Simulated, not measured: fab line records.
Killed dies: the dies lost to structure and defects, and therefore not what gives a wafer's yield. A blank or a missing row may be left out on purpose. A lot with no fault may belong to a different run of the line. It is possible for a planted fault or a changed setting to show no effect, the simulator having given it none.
fab line records / flow sky130 / part 2 of 2: steps 29 to 39 of 39
record: lots: 5 wafers: 15 last-day: 50
route steps=708 shown VIA4@647 METAL5@661 PASSIVATION@681
lots untouched by any fault: they come from a run of this same line in which no faults occurred
start-h: hours from the record's first day to the start of the lot's first wafer shown / wait-h: hours since the lot's step before / " unchanged from the row above / L1.1+2: a row that stands for several wafers / - no value present, or no start provided / * or withheld: withheld / < > ~ a bound
route shown NAME@n: NAME is a module with steps in the file, n the number in the route of the first one / usual: mean and standard deviation over wafers with no fault / same: alike in all rows / chamber/n: place in a boat / sites: per-site readings / _std_site: the values' standard deviation / _edge_site: inner sites' mean taken away from outer sites' mean / radius-mm: how far each site lies from the wafer's centre / mask NAME#n: copy n / behind: tool/chamber where the wafer was last shaped / hold: the reason the lot was held/the length of the hold in hours/how it ended / device: transistor that didn't switch, given as n, p or np / end of line: tests of these same wafers at the route's end / a step with no rows: only its recipe / killed: the dies lost at the first sort to structure and to defects; this is not the yield of the wafer / map: the dies of a wafer, with x for killed, . for not killed, _ for no die there
set.NAME: setting as actually run; set.NAME@STEP: the setting as run at that earlier step / model.NAME: the simulator's own value behind a step, which no gauge read
lots seen at some steps along the route; tables by step, rows by wafer
services: when a tool's chamber went out of use (start-h, in hours from the record's first day, below 0 if earlier), for how many hours, and the reason
== steps ==
step: SKY_METAL5_DESCUM_14
recipe: chemistry: O2 source-power-w: 150 bias-power-w: 0 pressure-mtorr: 10 temp-c: 40 time-s: 11
usual: drypump-motor-current-A: 5.7/0.63 oes-product-au: 0.997/0.014
lot.wafer=L085.3 tool=rie-metal-02 chamber=1 start-h=1106.76 wait-h=0.1 drypump-motor-current-A=6.5 oes-product-au=1.007 rf-hours-counter-h=-
lot.wafer=L085.4 tool=rie-metal-02 chamber=0 start-h=1106.76 wait-h=0.1 drypump-motor-current-A=5.4 oes-product-au=0.975 rf-hours-counter-h=-
lot.wafer=L085.5 tool=rie-metal-02 chamber=0 start-h=1106.76 wait-h=0.1 drypump-motor-current-A=5.4 oes-product-au=0.975 rf-hours-counter-h=-
lot.wafer=L092.1 tool=rie-metal-01 chamber=1 start-h=1147.55 wait-h=0.1 drypump-motor-current-A=6.3 oes-product-au=0.973 rf-hours-counter-h=26
lot.wafer=L092.2 tool=rie-metal-01 chamber=0 start-h=1147.55 wait-h=0.1 drypump-motor-current-A=5.1 oes-product-au=0.985 rf-hours-counter-h=29
lot.wafer=L092.4 tool=rie-metal-01 chamber=0 start-h=1147.55 wait-h=0.1 drypump-motor-current-A=5.1 oes-product-au=0.983 rf-hours-counter-h=-
lot.wafer=L094.1 tool=rie-metal-04 chamber=1 start-h=1150.99 wait-h=0.1 drypump-motor-current-A=6.3 oes-product-au=1.000 rf-hours-counter-h=5
lot.wafer=L094.2 tool=rie-metal-04 chamber=0 start-h=1150.99 wait-h=0.1 drypump-motor-current-A=5.0 oes-product-au=1.002 rf-hours-counter-h=23
lot.wafer=L094.5 tool=rie-metal-04 chamber=1 start-h=1150.99 wait-h=0.1 drypump-motor-current-A=6.3 oes-product-au=0.997 rf-hours-counter-h=-
lot.wafer=L096.3 tool=rie-metal-01 chamber=0 start-h=1160.34 wait-h=0.1 drypump-motor-current-A=5.1 oes-product-au=0.984 rf-hours-counter-h=-
lot.wafer=L096.4 tool=rie-metal-01 chamber=1 start-h=1160.34 wait-h=0.1 drypump-motor-current-A=6.2 oes-product-au=0.977 rf-hours-counter-h=-
lot.wafer=L096.6 tool=rie-metal-01 chamber=0 start-h=1160.34 wait-h=0.1 drypump-motor-current-A=5.1 oes-product-au=0.988 rf-hours-counter-h=-
lot.wafer=L095.2 tool=rie-metal-01 chamber=0 start-h=1162.59 wait-h=0.1 drypump-motor-current-A=5.1 oes-product-au=0.988 rf-hours-counter-h=30
lot.wafer=L095.3 tool=rie-metal-01 chamber=1 start-h=1162.59 wait-h=0.1 drypump-motor-current-A=6.3 oes-product-au=0.995 rf-hours-counter-h=-
lot.wafer=L095.5 tool=rie-metal-01 chamber=1 start-h=1162.59 wait-h=0.1 drypump-motor-current-A=6.3 oes-product-au=0.985 rf-hours-counter-h=-
step: SKY_METAL5_METAL_ETCH_15
recipe: target-depth-a: 12600 stop-on: SiO2 over-etch-frac: 0.2 time-s: 252 chemistry: Cl2/BCl3 resist-sidewall-deg: 86 pressure-mtorr: 10 icp-w: 900 bias-w: 48.5 Cl2_flow_sccm: 60 bcl3-flow-sccm: 30
usual: bcl3-flow-sccm: 30.01/0.1 drypump-motor-current-A: 5.7/0.63 oes-product-au: 0.893/0.0052 throttle-valve-pct: 22.264/0.0088
lot.wafer=L085.3 tool=rie-metal-02 chamber=1 start-h=1106.86 wait-h=0.1 bcl3-flow-sccm=30.17 drypump-motor-current-A=6.5 oes-product-au=0.897 rf-hours-counter-h=- throttle-valve-pct=22.267
lot.wafer=L085.4 tool=rie-metal-02 chamber=0 start-h=1106.86 wait-h=0.1 bcl3-flow-sccm=29.88 drypump-motor-current-A=5.4 oes-product-au=0.899 rf-hours-counter-h=- throttle-valve-pct=22.269
lot.wafer=L085.5 tool=rie-metal-02 chamber=0 start-h=1106.86 wait-h=0.1 bcl3-flow-sccm=29.82 drypump-motor-current-A=5.4 oes-product-au=0.892 rf-hours-counter-h=- throttle-valve-pct=22.269
lot.wafer=L092.1 tool=rie-metal-01 chamber=1 start-h=1147.59 wait-h=0.0 bcl3-flow-sccm=29.93 drypump-motor-current-A=6.3 oes-product-au=0.898 rf-hours-counter-h=26 throttle-valve-pct=22.265
lot.wafer=L092.2 tool=rie-metal-01 chamber=0 start-h=1147.59 wait-h=0.0 bcl3-flow-sccm=29.88 drypump-motor-current-A=5.1 oes-product-au=0.894 rf-hours-counter-h=29 throttle-valve-pct=22.283
lot.wafer=L092.4 tool=rie-metal-01 chamber=0 start-h=1147.59 wait-h=0.0 bcl3-flow-sccm=29.85 drypump-motor-current-A=5.1 oes-product-au=0.888 rf-hours-counter-h=- throttle-valve-pct=22.264
lot.wafer=L094.1 tool=rie-metal-04 chamber=1 start-h=1151.03 wait-h=0.0 bcl3-flow-sccm=30.07 drypump-motor-current-A=6.3 oes-product-au=0.897 rf-hours-counter-h=5 throttle-valve-pct=22.266
lot.wafer=L094.2 tool=rie-metal-04 chamber=0 start-h=1151.03 wait-h=0.0 bcl3-flow-sccm=29.98 drypump-motor-current-A=5.0 oes-product-au=0.892 rf-hours-counter-h=23 throttle-valve-pct=22.267
lot.wafer=L094.5 tool=rie-metal-04 chamber=1 start-h=1151.03 wait-h=0.0 bcl3-flow-sccm=30.02 drypump-motor-current-A=6.3 oes-product-au=0.897 rf-hours-counter-h=- throttle-valve-pct=22.267
lot.wafer=L096.3 tool=rie-metal-01 chamber=0 start-h=1160.47 wait-h=0.1 bcl3-flow-sccm=30.03 drypump-motor-current-A=5.1 oes-product-au=0.898 rf-hours-counter-h=- throttle-valve-pct=22.255
lot.wafer=L096.4 tool=rie-metal-01 chamber=1 start-h=1160.47 wait-h=0.1 bcl3-flow-sccm=29.94 drypump-motor-current-A=6.2 oes-product-au=0.892 rf-hours-counter-h=- throttle-valve-pct=22.261
lot.wafer=L096.6 tool=rie-metal-01 chamber=0 start-h=1160.47 wait-h=0.1 bcl3-flow-sccm=29.99 drypump-motor-current-A=5.1 oes-product-au=0.885 rf-hours-counter-h=- throttle-valve-pct=22.269
lot.wafer=L095.2 tool=rie-metal-01 chamber=0 start-h=1162.64 wait-h=0.0 bcl3-flow-sccm=30.15 drypump-motor-current-A=5.1 oes-product-au=0.888 rf-hours-counter-h=30 throttle-valve-pct=22.269
lot.wafer=L095.3 tool=rie-metal-01 chamber=1 start-h=1162.64 wait-h=0.0 bcl3-flow-sccm=30.02 drypump-motor-current-A=6.3 oes-product-au=0.892 rf-hours-counter-h=- throttle-valve-pct=22.269
lot.wafer=L095.5 tool=rie-metal-01 chamber=1 start-h=1162.64 wait-h=0.0 bcl3-flow-sccm=30.14 drypump-motor-current-A=6.3 oes-product-au=0.896 rf-hours-counter-h=- throttle-valve-pct=22.265
step: SKY_METAL5_STRIP_16
recipe: chemistry: O2/N2 power-w: 1400 pressure-mtorr: 1500 platen-temp-c: withheld o2-flow-sccm: 3000 n2-flow-sccm: 300 overash-fraction: 0.5
usual: drypump-motor-current-A: 5.8/0.42 oes-product-au: 0.710/0.0047 strip-time-to-endpoint-s: 13.08/0.19
lot.wafer=L085.3 tool=plasma-asher-01 chamber=1 start-h=1107.05 wait-h=0.1 drypump-motor-current-A=5.6 oes-product-au=0.708 rf-hours-counter-h=- strip-time-to-endpoint-s=12.97
lot.wafer=L085.4 tool=plasma-asher-01 chamber=0 start-h=1107.05 wait-h=0.1 drypump-motor-current-A=5.8 oes-product-au=0.705 rf-hours-counter-h=- strip-time-to-endpoint-s=13.28
lot.wafer=L085.5 tool=plasma-asher-01 chamber=0 start-h=1107.05 wait-h=0.1 drypump-motor-current-A=5.8 oes-product-au=0.712 rf-hours-counter-h=- strip-time-to-endpoint-s=13.36
lot.wafer=L092.1 tool=plasma-asher-04 chamber=1 start-h=1147.82 wait-h=0.2 drypump-motor-current-A=4.8 oes-product-au=0.712 rf-hours-counter-h=75 strip-time-to-endpoint-s=13.25
lot.wafer=L092.2 tool=plasma-asher-04 chamber=0 start-h=1147.82 wait-h=0.2 drypump-motor-current-A=6.3 oes-product-au=0.707 rf-hours-counter-h=75 strip-time-to-endpoint-s=13.15
lot.wafer=L092.4 tool=plasma-asher-04 chamber=1 start-h=1147.82 wait-h=0.2 drypump-motor-current-A=4.8 oes-product-au=0.716 rf-hours-counter-h=- strip-time-to-endpoint-s=13.20
lot.wafer=L094.1 tool=plasma-asher-04 chamber=1 start-h=1151.26 wait-h=0.2 drypump-motor-current-A=4.9 oes-product-au=0.723 rf-hours-counter-h=76 strip-time-to-endpoint-s=12.93
lot.wafer=L094.2 tool=plasma-asher-04 chamber=0 start-h=1151.26 wait-h=0.2 drypump-motor-current-A=6.4 oes-product-au=0.704 rf-hours-counter-h=76 strip-time-to-endpoint-s=12.85
lot.wafer=L094.5 tool=plasma-asher-04 chamber=0 start-h=1151.26 wait-h=0.2 drypump-motor-current-A=6.4 oes-product-au=0.710 rf-hours-counter-h=- strip-time-to-endpoint-s=12.92
lot.wafer=L096.3 tool=plasma-asher-03 chamber=1 start-h=1160.71 wait-h=0.1 drypump-motor-current-A=6.2 oes-product-au=0.711 rf-hours-counter-h=- strip-time-to-endpoint-s=13.21
lot.wafer=L096.4 tool=plasma-asher-03 chamber=0 start-h=1160.71 wait-h=0.1 drypump-motor-current-A=5.7 oes-product-au=0.705 rf-hours-counter-h=- strip-time-to-endpoint-s=13.24
lot.wafer=L096.6 tool=plasma-asher-03 chamber=1 start-h=1160.71 wait-h=0.1 drypump-motor-current-A=6.2 oes-product-au=0.705 rf-hours-counter-h=- strip-time-to-endpoint-s=13.16
lot.wafer=L095.2 tool=plasma-asher-04 chamber=1 start-h=1162.95 wait-h=0.2 drypump-motor-current-A=4.9 oes-product-au=0.719 rf-hours-counter-h=77 strip-time-to-endpoint-s=13.24
lot.wafer=L095.3 tool=plasma-asher-04 chamber=0 start-h=1162.95 wait-h=0.2 drypump-motor-current-A=6.4 oes-product-au=0.715 rf-hours-counter-h=- strip-time-to-endpoint-s=13.36
lot.wafer=L095.5 tool=plasma-asher-04 chamber=0 start-h=1162.95 wait-h=0.2 drypump-motor-current-A=6.4 oes-product-au=0.706 rf-hours-counter-h=- strip-time-to-endpoint-s=13.31
step: SKY_METAL5_STRIP_17
recipe: chemistry: post-etch-residue-remover time-s: 1200 temp-c: 72.5
lot.wafer=L085.3+4+5 tool=wet-bench-03 chamber=1 start-h=1107.12 wait-h=0.0
lot.wafer=L092.1+2+4 tool=wet-bench-01 chamber=3 start-h=1147.92 wait-h=0.1
lot.wafer=L094.1+2+5 tool=wet-bench-04 chamber=1 start-h=1151.36 wait-h=0.1
lot.wafer=L096.3+4+6 tool=wet-bench-01 chamber=3 start-h=1160.78 wait-h=0.0
lot.wafer=L095.2+3+5 tool=wet-bench-03 chamber=1 start-h=1163.05 wait-h=0.1
step: SKY_METAL5_CLEAN_18
recipe: chemistry: IPA time-s: 180 temp-c: 25
lot.wafer=L085.3+4+5 tool=wet-bench-03 chamber=3 start-h=1107.49 wait-h=0.0
lot.wafer=L092.1+2+4 tool=wet-bench-04 chamber=3 start-h=1148.26 wait-h=0.0
lot.wafer=L094.1+2+5 tool=wet-bench-01 chamber=0 start-h=1151.71 wait-h=0.0
lot.wafer=L096.3+4+6 tool=wet-bench-03 chamber=1 start-h=1161.15 wait-h=0.0
lot.wafer=L095.2+3+5 tool=wet-bench-03 chamber=2 start-h=1163.40 wait-h=0.0
step: SKY_METAL5_CLEAN_19
recipe: chemistry: O3/DIW dry: n2-spin
lot.wafer=L085.3+4+5 tool=wet-bench-03 chamber=1 start-h=1107.56 wait-h=0.0
lot.wafer=L092.1+2+4 tool=wet-bench-01 chamber=0 start-h=1148.32 wait-h=0.0
lot.wafer=L094.1+2+5 tool=wet-bench-04 chamber=2 start-h=1151.76 wait-h=0.0
lot.wafer=L096.3+4+6 tool=wet-bench-01 chamber=0 start-h=1161.21 wait-h=0.0
lot.wafer=L095.2+3+5 tool=wet-bench-01 chamber=0 start-h=1163.45 wait-h=0.0
step: SKY_PASSIVATION_CVD_00
recipe: material: SiO2 target-thk-nm: 90 temp-c: 400 time-s: withheld rf-w: 600
usual: heater-power-w: 635/78
lot.wafer=L085.3 tool=pecvd-04 chamber=2 start-h=1107.66 wait-h=0.0 heater-power-w=711
lot.wafer=L085.4 tool=pecvd-04 chamber=1 start-h=1107.66 wait-h=0.0 heater-power-w=519
lot.wafer=L085.5 tool=pecvd-04 chamber=2 start-h=1107.66 wait-h=0.0 heater-power-w=724
lot.wafer=L092.1 tool=pecvd-03 chamber=0 start-h=1148.41 wait-h=0.0 heater-power-w=725
lot.wafer=L092.2 tool=pecvd-03 chamber=2 start-h=1148.41 wait-h=0.0 heater-power-w=710
lot.wafer=L092.4 tool=pecvd-03 chamber=0 start-h=1148.41 wait-h=0.0 heater-power-w=727
lot.wafer=L094.1 tool=pecvd-04 chamber=0 start-h=1151.86 wait-h=0.0 heater-power-w=663
lot.wafer=L094.2 tool=pecvd-04 chamber=2 start-h=1151.86 wait-h=0.0 heater-power-w=681
lot.wafer=L094.5 tool=pecvd-04 chamber=2 start-h=1151.86 wait-h=0.0 heater-power-w=689
lot.wafer=L096.3 tool=pecvd-02 chamber=2 start-h=1161.41 wait-h=0.0 heater-power-w=488
lot.wafer=L096.4 tool=pecvd-02 chamber=2 start-h=1161.41 wait-h=0.0 heater-power-w=504
lot.wafer=L096.6 tool=pecvd-02 chamber=0 start-h=1161.41 wait-h=0.0 heater-power-w=578
lot.wafer=L095.2 tool=pecvd-02 chamber=0 start-h=1163.55 wait-h=0.0 heater-power-w=680
lot.wafer=L095.3 tool=pecvd-02 chamber=2 start-h=1163.55 wait-h=0.0 heater-power-w=547
lot.wafer=L095.5 tool=pecvd-02 chamber=1 start-h=1163.55 wait-h=0.0 heater-power-w=695
step: SKY_PASSIVATION_THK_MEAS_01
recipe: reads: SiO2_of_PASSIVATION_CVD_00
usual: PASSIVATION_CVD_00_THK: 90.3/1.2
lot.wafer=L085.3 tool=film-metro-02 chamber=- start-h=1107.70 wait-h=- PASSIVATION_CVD_00_THK[nm]=87.9
lot.wafer=L085.4 tool=film-metro-02 chamber=- start-h=1107.70 wait-h=- PASSIVATION_CVD_00_THK[nm]=88.6
lot.wafer=L085.5 tool=film-metro-02 chamber=- start-h=1107.70 wait-h=- PASSIVATION_CVD_00_THK[nm]=90.7
lot.wafer=L092.1 tool=film-metro-01 chamber=- start-h=1148.44 wait-h=- PASSIVATION_CVD_00_THK[nm]=91.0
lot.wafer=L092.2 tool=film-metro-01 chamber=- start-h=1148.44 wait-h=- PASSIVATION_CVD_00_THK[nm]=88.1
lot.wafer=L092.4 tool=film-metro-01 chamber=- start-h=1148.44 wait-h=- PASSIVATION_CVD_00_THK[nm]=91.7
lot.wafer=L094.1 tool=film-metro-02 chamber=- start-h=1151.88 wait-h=- PASSIVATION_CVD_00_THK[nm]=90.4
lot.wafer=L094.2 tool=film-metro-02 chamber=- start-h=1151.88 wait-h=- PASSIVATION_CVD_00_THK[nm]=89.2
lot.wafer=L094.5 tool=film-metro-02 chamber=- start-h=1151.88 wait-h=- PASSIVATION_CVD_00_THK[nm]=91.2
lot.wafer=L096.3 tool=film-metro-03 chamber=- start-h=1161.45 wait-h=- PASSIVATION_CVD_00_THK[nm]=89.0
lot.wafer=L096.4 tool=film-metro-03 chamber=- start-h=1161.45 wait-h=- PASSIVATION_CVD_00_THK[nm]=89.9
lot.wafer=L096.6 tool=film-metro-03 chamber=- start-h=1161.45 wait-h=- PASSIVATION_CVD_00_THK[nm]=90.7
lot.wafer=L095.2 tool=film-metro-03 chamber=- start-h=1163.59 wait-h=- PASSIVATION_CVD_00_THK[nm]=88.4
lot.wafer=L095.3 tool=film-metro-03 chamber=- start-h=1163.59 wait-h=- PASSIVATION_CVD_00_THK[nm]=89.1
lot.wafer=L095.5 tool=film-metro-03 chamber=- start-h=1163.59 wait-h=- PASSIVATION_CVD_00_THK[nm]=89.7
step: SKY_PASSIVATION_CVD_02
recipe: material: Si3N4 target-thk-nm: 540 temp-c: 400 time-s: withheld rf-w: 450
usual: heater-power-w: 695/71
lot.wafer=L085.3 tool=pecvd-03 chamber=2 start-h=1107.74 wait-h=0.0 heater-power-w=770
lot.wafer=L085.4 tool=pecvd-03 chamber=0 start-h=1107.74 wait-h=0.0 heater-power-w=746
lot.wafer=L085.5 tool=pecvd-03 chamber=1 start-h=1107.74 wait-h=0.0 heater-power-w=725
lot.wafer=L092.1 tool=pecvd-02 chamber=2 start-h=1148.50 wait-h=0.1 heater-power-w=617
lot.wafer=L092.2 tool=pecvd-02 chamber=1 start-h=1148.50 wait-h=0.1 heater-power-w=677
lot.wafer=L092.4 tool=pecvd-02 chamber=1 start-h=1148.50 wait-h=0.1 heater-power-w=728
lot.wafer=L094.1 tool=pecvd-03 chamber=1 start-h=1151.94 wait-h=0.1 heater-power-w=650
lot.wafer=L094.2 tool=pecvd-03 chamber=0 start-h=1151.94 wait-h=0.1 heater-power-w=749
lot.wafer=L094.5 tool=pecvd-03 chamber=1 start-h=1151.94 wait-h=0.1 heater-power-w=685
lot.wafer=L096.3 tool=pecvd-03 chamber=2 start-h=1161.49 wait-h=0.0 heater-power-w=768
lot.wafer=L096.4 tool=pecvd-03 chamber=0 start-h=1161.49 wait-h=0.0 heater-power-w=677
lot.wafer=L096.6 tool=pecvd-03 chamber=1 start-h=1161.49 wait-h=0.0 heater-power-w=664
lot.wafer=L095.2 tool=pecvd-03 chamber=1 start-h=1163.64 wait-h=0.0 heater-power-w=673
lot.wafer=L095.3 tool=pecvd-03 chamber=0 start-h=1163.64 wait-h=0.0 heater-power-w=765
lot.wafer=L095.5 tool=pecvd-03 chamber=2 start-h=1163.64 wait-h=0.0 heater-power-w=758
step: SKY_PASSIVATION_THK_MEAS_03
recipe: reads: Si3N4_of_PASSIVATION_CVD_02
usual: PASSIVATION_CVD_02_THK: 540/10
lot.wafer=L085.3 tool=film-metro-01 chamber=- start-h=1107.98 wait-h=- PASSIVATION_CVD_02_THK[nm]=537
lot.wafer=L085.4 tool=film-metro-01 chamber=- start-h=1107.98 wait-h=- PASSIVATION_CVD_02_THK[nm]=545
lot.wafer=L085.5 tool=film-metro-01 chamber=- start-h=1107.98 wait-h=- PASSIVATION_CVD_02_THK[nm]=551
lot.wafer=L092.1 tool=film-metro-02 chamber=- start-h=1148.72 wait-h=- PASSIVATION_CVD_02_THK[nm]=527
lot.wafer=L092.2 tool=film-metro-02 chamber=- start-h=1148.72 wait-h=- PASSIVATION_CVD_02_THK[nm]=522
lot.wafer=L092.4 tool=film-metro-02 chamber=- start-h=1148.72 wait-h=- PASSIVATION_CVD_02_THK[nm]=533
lot.wafer=L094.1 tool=film-metro-02 chamber=- start-h=1152.16 wait-h=- PASSIVATION_CVD_02_THK[nm]=555
lot.wafer=L094.2 tool=film-metro-02 chamber=- start-h=1152.16 wait-h=- PASSIVATION_CVD_02_THK[nm]=548
lot.wafer=L094.5 tool=film-metro-02 chamber=- start-h=1152.16 wait-h=- PASSIVATION_CVD_02_THK[nm]=555
lot.wafer=L096.3 tool=film-metro-03 chamber=- start-h=1161.74 wait-h=- PASSIVATION_CVD_02_THK[nm]=538
lot.wafer=L096.4 tool=film-metro-03 chamber=- start-h=1161.74 wait-h=- PASSIVATION_CVD_02_THK[nm]=551
lot.wafer=L096.6 tool=film-metro-03 chamber=- start-h=1161.74 wait-h=- PASSIVATION_CVD_02_THK[nm]=558
lot.wafer=L095.2 tool=film-metro-01 chamber=- start-h=1163.87 wait-h=- PASSIVATION_CVD_02_THK[nm]=542
lot.wafer=L095.3 tool=film-metro-01 chamber=- start-h=1163.87 wait-h=- PASSIVATION_CVD_02_THK[nm]=542
lot.wafer=L095.5 tool=film-metro-01 chamber=- start-h=1163.87 wait-h=- PASSIVATION_CVD_02_THK[nm]=545
step: SKY_PASSIVATION_DEHYDRATE_04
recipe: temp-c: 200 time-s: 60
lot.wafer=L085.3+4+5 tool=litho-track-01 chamber=0 start-h=1116.99 wait-h=9.0
lot.wafer=L092.1+2+4 tool=litho-track-01 chamber=0 start-h=1157.09 wait-h=8.4
lot.wafer=L094.1+2+5 tool=litho-track-01 chamber=0 start-h=1160.79 wait-h=8.6
lot.wafer=L096.3+4+6 tool=litho-track-02 chamber=0 start-h=1169.59 wait-h=7.8
lot.wafer=L095.2+3+5 tool=litho-track-01 chamber=0 start-h=1171.26 wait-h=7.4
== services ==
tool=rie-diel-02 chamber=1 start-h=1057.85 hours=10.4 kind=repair
tool=wet-bench-01 chamber=- start-h=1058.56 hours=2.2 kind=repair
tool=cmp-02 chamber=- start-h=1064.03 hours=4.5 kind=pm
tool=pvd-sputter-04 chamber=- start-h=1070.35 hours=13.2 kind=repair
tool=plasma-asher-02 chamber=- start-h=1077.56 hours=1.5 kind=repair
tool=iline-stepper-02 chamber=- start-h=1088.54 hours=1.7 kind=pm
tool=pvd-sputter-03 chamber=- start-h=1091.30 hours=2.6 kind=repair
tool=pvd-sputter-01 chamber=- start-h=1091.68 hours=1.6 kind=repair
tool=cmp-02 chamber=- start-h=1094.83 hours=0.7 kind=repair
tool=pecvd-02 chamber=0 start-h=1096.95 hours=11.4 kind=repair
tool=cvd-w-02 chamber=0 start-h=1096.99 hours=1.4 kind=repair
tool=plasma-asher-04 chamber=- start-h=1098.30 hours=3.9 kind=repair
tool=cmp-01 chamber=- start-h=1103.89 hours=4.0 kind=pm
tool=rie-diel-02 chamber=0 start-h=1105.48 hours=2.4 kind=repair
tool=cvd-w-02 chamber=- start-h=1109.26 hours=1.2 kind=repair
tool=pecvd-03 chamber=- start-h=1112.24 hours=0.8 kind=repair
tool=rie-metal-04 chamber=0 start-h=1122.76 hours=2.4 kind=repair
tool=cmp-01 chamber=- start-h=1130.67 hours=1.5 kind=repair
tool=iline-stepper-02 chamber=- start-h=1141.88 hours=8.9 kind=pm
tool=plasma-asher-02 chamber=- start-h=1146.72 hours=2.8 kind=pm
tool=rie-diel-02 chamber=- start-h=1149.57 hours=0.7 kind=repair
tool=pvd-sputter-01 chamber=- start-h=1150.96 hours=3.3 kind=repair
tool=cmp-02 chamber=- start-h=1152.08 hours=1.4 kind=repair
tool=wet-bench-04 chamber=- start-h=1165.06 hours=0.8 kind=repair
